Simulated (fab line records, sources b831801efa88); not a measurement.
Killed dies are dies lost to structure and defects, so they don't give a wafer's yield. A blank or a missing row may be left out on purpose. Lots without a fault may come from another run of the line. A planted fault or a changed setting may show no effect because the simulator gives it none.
Problem report in the 8D (eight disciplines) form, filled by code | flow sky130 | the parts of the form that need people (team, actions taken, sign-off) are left out

1. THE PROBLEM
VIA2_W_RS at SKY_VIA2_RS_MEAS_22 reads a mean of 0.139 ohm/sq on 2 wafers of 2 lots; wafers without a fault read 0.271 ohm/sq with a standard deviation of 0.0042. That is -32 standard deviations from the usual mean.
The step: measures by four-point-probe.
First seen on wafer L387.5, day 39 08:44, on film_metro-01. The record holds 31 wafers of 11 lots with a number at this step. Rule for "out", or "out of limits": more than 4 standard deviations from the usual mean. The other wafers with a number count as sound.

2. WHAT IT IS AND WHAT IT IS NOT
question                    | is                | is not
which readings at this step | VIA2_W_RS         | -
which lots                  | L387, L388        | L380, L381, L394, L396, L397, L398, L400, L401, L402
which wafers of those lots  | L387.5, L388.5    | L387.2, L388.1
read on which gauges        | film_metro-01     | film_metro-02, film_metro-04
when                        | from day 39 08:44 | up to then (7 sound wafers); but 22 sound wafers of L388, L394, L396, L397, L398, L400, L401, L402 came after

3. SUSPECTS, AND WHAT RULES EACH OUT
Counting: a tool at a process step up to the reading stays a suspect if it ran every lot that is out. Sound lots after the first of them don't rule it out here, since some wafers of a struck lot are sound.
- the gauge at SKY_VIA2_RS_MEAS_22: ruled out. All the wafers that are out were read on film_metro-01, but those of them that SKY_VIA2_CMP_24 has rows for are out there too, on other tools.
- cvd_w-02 at SKY_VIA2_CVD_21 (deposits W, target thk 420 nm, time 126.4 s): kept. It ran every lot that is out, first L387 (day 39 08:35); its last sound lot up to then is L381 (day 37 06:17).
Left after counting: cvd_w-02 at SKY_VIA2_CVD_21.

4. THE CAUSE (what the simulator had put in)
Process parameter drift: cvd_w-02, from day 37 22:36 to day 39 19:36, at SKY_VIA2_CVD_21. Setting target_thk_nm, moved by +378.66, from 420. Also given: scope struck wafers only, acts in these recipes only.
Counting left only this tool.

5. THE CHAIN OF EFFECTS, in route order
Each row: a reading whose mean over the struck wafers that have a number lies more than 3 standard deviations from the usual. Only readings for which the record gives a usual standard deviation are gone through. hours: the time from each lot's start at the first step in this table that gives one to its start at this step, as a median over the lots. sigmas: the change in usual standard deviations.
hours | step                | reading            | usual        | on struck wafers | change | sigmas
0     | SKY_VIA2_RS_MEAS_22 | VIA2_W_RS          | 0.271 ohm/sq | 0.139            | -0.133 | -32
8     | SKY_VIA2_CMP_24     | time_to_endpoint_s | 102 s        | 196              | +94    | +25
The process steps in it:
- SKY_VIA2_CMP_24: polishes, stops on SiO2, t overpolish 20 s, target thk 0 nm.
Later measuring or inspecting steps at which every struck wafer that the step has a row for has a number for every such reading, and none has moved that far: SKY_METAL3_CD_MEAS_13.

6. WHAT WOULD HAVE CAUGHT IT SOONER
In this record the first reading out of limits at a measuring or inspecting step was taken at day 39 08:44, 34 hours after the fault began at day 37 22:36.
Of the tool readings at SKY_VIA2_CVD_21 for which the record gives a usual standard deviation, none was out on any struck wafer, so an alarm limit of 4 standard deviations on them would not have fired.
Of the lots that are out (2), L388 began SKY_VIA2_CVD_21 on cvd_w-02 after day 39 08:44. A hold on the tool at that time would have spared it.
